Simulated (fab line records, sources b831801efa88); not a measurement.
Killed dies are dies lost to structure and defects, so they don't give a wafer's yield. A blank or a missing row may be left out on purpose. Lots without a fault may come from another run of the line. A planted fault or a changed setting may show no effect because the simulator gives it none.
fab line records | flow sky130
record lots=6 wafers=18 last_day=50
route steps=708 shown METAL5@662
lots that met no fault: from a run of the same line without faults
start_h: hours from the record's first day to the start of the lot's first wafer shown | wait_h: hours since the lot's step before | " the same as in the row above | L1.1+2: a row that stands for several wafers | - no value, or no start given | * or withheld: withheld | < > ~ a bound
route shown NAME@n: a module of which the file shows steps, and the number in the route of the first | usual: mean/standard deviation of fault-free wafers | same: alike in all rows | chamber/n: place in a boat | sites: the reading at each site | _std_site: their standard deviation | _edge_site: outer sites' mean less inner sites' | radius_mm: how far each site lies from the wafer's centre | mask NAME#n: copy n | behind: the tool/chamber that last shaped the wafer | hold: why the lot was held/for how many hours/how that ended | device: the transistor (n, p or np) that didn't switch | end of line: the same wafers' tests at the end of the route | a step without rows: its recipe alone | killed: dies lost to structure and defects at the first sort, not the wafer's yield | map: a wafer's dies, x killed, . not, _ none there
set.NAME: the setting as run; set.NAME@STEP: as run at that earlier step | model.NAME: the simulator's own value behind a step, which no gauge read
lots at some steps of the route; a table a step, a row a wafer
services: from which hour (start_h, from the record's first day; less than 0 if before it) a tool's chamber was out of use, for how many hours, and why
## steps
# step SKY_METAL5_SPUTTER_01
# recipe material=TiN target_thk_nm=20 power_w=6500 time_s=16.7 chamber_pressure_pa=0.4
# usual chamber_pressure_pa=0.4001/0.00078 throttle_valve_pct=29.9/1
# columns lot.wafer tool chamber start_h wait_h chamber_pressure_pa throttle_valve_pct
L237.1 pvd_sputter-01 - 1037.71 0.0 0.4005 30.0
L237.4 " - " " 0.4006 27.9
L237.6 " - " " 0.4001 28.8
L239.2 pvd_sputter-04 - 1039.50 0.0 0.4010 30.2
L239.3 " - " " 0.4020 30.7
L239.4 " - " " 0.4002 30.3
L240.1 pvd_sputter-03 - 1046.71 0.0 0.3995 28.8
L240.5 " - " " 0.4014 29.6
L240.6 " - " " 0.4008 30.0
L249.2 pvd_sputter-04 - 1099.88 0.0 0.3999 28.7
L249.5 " - " " 0.3998 30.5
L249.6 " - " " 0.3980 30.6
L252.1 pvd_sputter-01 - 1115.76 0.0 0.4011 28.0
L252.3 " - " " 0.4003 31.3
L252.5 " - " " 0.4007 31.3
L255.3 pvd_sputter-03 - 1131.47 0.0 0.3997 29.9
L255.5 " - " " 0.3985 28.9
L255.6 " - " " 0.4012 31.4
# step SKY_METAL5_SPUTTER_02
# recipe material=AlCu target_thk_nm=1150 power_w=10600 time_s=61.2 chamber_pressure_pa=0.4
# usual chamber_pressure_pa=0.4001/0.00079 throttle_valve_pct=29.8/1
# columns lot.wafer tool chamber start_h wait_h chamber_pressure_pa throttle_valve_pct
L237.1 pvd_sputter-01 - 1037.73 0.0 0.4006 29.7
L237.4 " - " " 0.4000 27.9
L237.6 " - " " 0.3990 28.7
L239.2 pvd_sputter-04 - 1039.52 0.0 0.4006 30.0
L239.3 " - " " 0.4011 30.8
L239.4 " - " " 0.3985 30.3
L240.1 pvd_sputter-03 - 1046.74 0.0 0.3999 29.0
L240.5 " - " " 0.3996 29.6
L240.6 " - " " 0.4006 29.8
L249.2 pvd_sputter-04 - 1099.91 0.0 0.3996 28.6
L249.5 " - " " 0.4009 30.4
L249.6 " - " " 0.4004 30.3
L252.1 pvd_sputter-01 - 1115.79 0.0 0.4009 27.6
L252.3 " - " " 0.3997 31.2
L252.5 " - " " 0.4006 31.3
L255.3 pvd_sputter-03 - 1131.50 0.0 0.3999 29.7
L255.5 " - " " 0.3982 29.2
L255.6 " - " " 0.4002 31.3
# step SKY_METAL5_SPUTTER_03
# recipe material=Ti target_thk_nm=5 power_w=3000 time_s=3.3 chamber_pressure_pa=0.4
# usual chamber_pressure_pa=0.4000/0.00083 throttle_valve_pct=29.9/1.1
# columns lot.wafer tool chamber start_h wait_h chamber_pressure_pa throttle_valve_pct
L237.1 pvd_sputter-01 - 1037.78 0.0 0.4009 30.0
L237.4 " - " " 0.3999 27.8
L237.6 " - " " 0.3997 28.3
L239.2 pvd_sputter-04 - 1039.57 0.0 0.3987 30.3
L239.3 " - " " 0.4008 30.7
L239.4 " - " " 0.3998 30.5
L240.1 pvd_sputter-03 - 1046.79 0.0 0.3992 28.8
L240.5 " - " " 0.4005 29.6
L240.6 " - " " 0.4008 30.1
L249.2 pvd_sputter-04 - 1099.96 0.0 0.4009 28.5
L249.5 " - " " 0.4011 29.9
L249.6 " - " " 0.4009 30.4
L252.1 pvd_sputter-01 - 1115.84 0.0 0.3990 27.7
L252.3 " - " " 0.4006 31.6
L252.5 " - " " 0.4000 31.3
L255.3 pvd_sputter-03 - 1131.55 0.0 0.3995 29.8
L255.5 " - " " 0.3999 29.2
L255.6 " - " " 0.3989 31.4
# step SKY_METAL5_SPUTTER_04
# recipe material=TiN target_thk_nm=70 power_w=6500 time_s=58.3 chamber_pressure_pa=0.4
# usual chamber_pressure_pa=0.4000/0.00081 throttle_valve_pct=29.8/1.1
# columns lot.wafer tool chamber start_h wait_h chamber_pressure_pa throttle_valve_pct
L237.1 pvd_sputter-01 - 1037.80 0.0 0.4005 29.9
L237.4 " - " " 0.3993 27.7
L237.6 " - " " 0.4008 28.6
L239.2 pvd_sputter-04 - 1039.59 0.0 0.4001 30.1
L239.3 " - " " 0.4000 30.6
L239.4 " - " " 0.3986 30.2
L240.1 pvd_sputter-03 - 1046.80 0.0 0.3987 28.8
L240.5 " - " " 0.4004 29.4
L240.6 " - " " 0.3996 30.0
L249.2 pvd_sputter-04 - 1099.98 0.0 0.4007 28.5
L249.5 " - " " 0.3985 30.4
L249.6 " - " " 0.3980 30.3
L252.1 pvd_sputter-01 - 1115.86 0.0 0.3993 27.7
L252.3 " - " " 0.4001 31.7
L252.5 " - " " 0.4002 31.5
L255.3 pvd_sputter-03 - 1131.57 0.0 0.4003 29.8
L255.5 " - " " 0.4000 28.8
L255.6 " - " " 0.3997 31.7
# step SKY_METAL5_RS_MEAS_05
# recipe thk_meas_gauge=four-point-probe reads=TiN_of_METAL5_SPUTTER_04+Ti_of_METAL5_SPUTTER_03+AlCu_of_METAL5_SPUTTER_02+TiN_of_METAL5_SPUTTER_01+Ti_of_METAL5_SPUTTER_00
# usual METAL5_ALCU_RS=0.0270/0.0004
# columns lot.wafer tool chamber start_h wait_h METAL5_ALCU_RS[ohm/sq]
L237.1 film_metro-01 - 1037.85 0.0 0.0269
L237.4 " - " " 0.0273
L237.6 " - " " 0.0271
L239.2 film_metro-03 - 1039.66 0.0 0.0262
L239.3 " - " " 0.0265
L239.4 " - " " 0.0269
L240.1 film_metro-02 - 1046.85 0.0 0.0274
L240.5 " - " " 0.0274
L240.6 " - " " 0.0275
L249.2 film_metro-02 - 1100.05 0.0 0.0278
L249.5 " - " " 0.0267
L249.6 " - " " 0.0274
L252.1 film_metro-01 - 1115.91 0.0 0.0273
L252.3 " - " " 0.0270
L252.5 " - " " 0.0271
L255.3 film_metro-03 - 1131.66 0.1 0.0274
L255.5 " - " " 0.0272
L255.6 " - " " 0.0270
# step SKY_METAL5_THK_MEAS_06
# recipe thk_meas_gauge=xrf reads=AlCu_of_METAL5_SPUTTER_02
# usual METAL5_ALCU_THK=1148/19
# columns lot.wafer tool chamber start_h wait_h METAL5_ALCU_THK[nm]
L237.1 film_metro-01 - 1037.97 0.1 1165
L237.4 " - " " 1135
L237.6 " - " " 1153
L239.2 film_metro-03 - 1039.77 0.1 1174
L239.3 " - " " 1165
L239.4 " - " " 1136
L240.1 film_metro-02 - 1046.97 0.1 1143
L240.5 " - " " 1133
L240.6 " - " " 1133
L249.2 film_metro-02 - 1100.16 0.1 1124
L249.5 " - " " 1160
L249.6 " - " " 1130
L252.1 film_metro-01 - 1116.03 0.1 1150
L252.3 " - " " 1161
L252.5 " - " " 1154
L255.3 film_metro-03 - 1131.76 0.1 1132
L255.5 " - " " 1139
L255.6 " - " " 1146
# step SKY_METAL5_DEHYDRATE_07
# recipe temp_c=200 time_s=60
# step SKY_METAL5_HMDS_08
# recipe prime_time_s=60 prime_temp_c=120
# step SKY_METAL5_COAT_09
# recipe resist=NOVOLAK spin_rpm=3000 resist_thk_nm=1800
# step SKY_METAL5_SOFTBAKE_10
# recipe temp_c=90 time_s=60 resist=NOVOLAK
# step SKY_METAL5_EXPOSE_11
# recipe mask_id=MM5 na=0.6 source_shape=conventional sigma_outer=0.6 polarization=unpolarized target_cd_nm=1600 dose_mj=190
# step SKY_METAL5_PEB_12
# recipe temp_c=withheld time_s=* resist=NOVOLAK
# step SKY_METAL5_DEVELOP_13
# recipe resist=NOVOLAK developer=TMAH develop_time_s=60 dev_temp_c=23
# usual chill_plate_temp_C=23.00/0.099 develop_time_s=60/0
# columns lot.wafer tool chamber start_h wait_h chill_plate_temp_C develop_time_s
L237.1 litho_track-02 0 1060.41 0.1 23.05 60
L237.4 " 0 " " 22.97 60
L237.6 " 0 " " 23.06 60
L239.2 litho_track-02 - 1062.33 0.1 - -
L239.3 " - " " - -
L239.4 " - " " - -
L240.1 litho_track-04 - 1067.98 0.1 - -
L240.5 " - " " - -
L240.6 " - " " - -
L249.2 litho_track-04 0 1120.20 0.1 22.87 60
L249.5 " 0 " " 22.79 60
L249.6 " 0 " " 22.94 60
L252.1 litho_track-04 0 1135.93 0.1 23.00 60
L252.3 " 0 " " 23.02 60
L252.5 " 0 " " 23.12 60
L255.3 litho_track-03 0 1150.21 0.1 23.01 60
L255.5 " 0 " " 23.08 60
L255.6 " 0 " " 23.02 60
# step SKY_METAL5_DESCUM_14
# recipe chemistry=O2 source_power_w=150 bias_power_w=0 pressure_mtorr=10 temp_c=40 time_s=11
# usual drypump_motor_current_A=5.9/0.37 oes_product_au=0.998/0.0082
# columns lot.wafer tool chamber start_h wait_h drypump_motor_current_A oes_product_au rf_hours_counter_h
L237.1 rie_metal-04 1 1060.56 0.1 5.7 1.010 16
L237.4 " 1 " " 5.7 1.001 -
L237.6 " 0 " " 6.4 0.994 -
L239.2 rie_metal-04 0 1062.46 0.1 6.5 0.983 10
L239.3 " 0 " " 6.5 0.984 -
L239.4 " 1 " " 5.7 0.998 -
L240.1 rie_metal-04 1 1068.13 0.1 5.7 0.995 17
L240.5 " 0 " " 6.4 0.989 -
L240.6 " 1 " " 5.7 0.993 -
L249.2 rie_metal-02 0 1120.33 0.1 5.8 0.989 23
L249.5 " 0 " " 5.8 0.992 -
L249.6 " 1 " " 5.8 1.003 -
L252.1 rie_metal-02 0 1136.08 0.1 5.7 0.986 24
L252.3 " 1 " " 5.8 0.997 -
L252.5 " 1 " " 5.8 0.994 -
L255.3 rie_metal-04 0 1150.32 0.1 6.5 0.997 -
L255.5 " 1 " " 5.7 1.012 -
L255.6 " 0 " " 6.5 1.000 -
## services
# columns tool chamber start_h hours kind
pvd_sputter-03 - 1019.12 0.8 repair
rie_metal-04 - 1040.55 1.4 pm
rie_metal-04 - 1056.39 3.9 repair
pvd_sputter-01 - 1058.37 2.1 repair
pvd_sputter-03 - 1110.52 2.7 repair
rie_metal-04 - 1143.88 0.8 repair
rie_metal-04 - 1147.74 0.8 repair
pvd_sputter-03 - 1150.28 1.6 repair
## key
first_sign step=SKY_METAL5_DEVELOP_13 reading=tool_record direction=missing
effect none on later readings
met_at SKY_METAL5_DEVELOP_13
struck_wafers L239.2,L239.3,L239.4,L240.1,L240.5,L240.6
later_rows_left_out L239.2,L239.3,L239.4,L240.1,L240.5,L240.6
sort_left_out L239.2,L239.3,L239.4,L240.1,L240.5,L240.6
onset_between 1060.41 1062.33
fault kind=skipped_step_whole tool=litho_track-02,litho_track-04 chamber=- onset_h=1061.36 steps=SKY_METAL5_DEVELOP_13 scope=struck_lots_only
# sort_left_out: the simulated sort isn't trusted on such a fault, so these wafers' sort isn't shown, and their yield isn't known
# later_rows_left_out: the simulator's readings of these wafers behind a module that went badly wrong aren't trusted and aren't shown, but for the sort
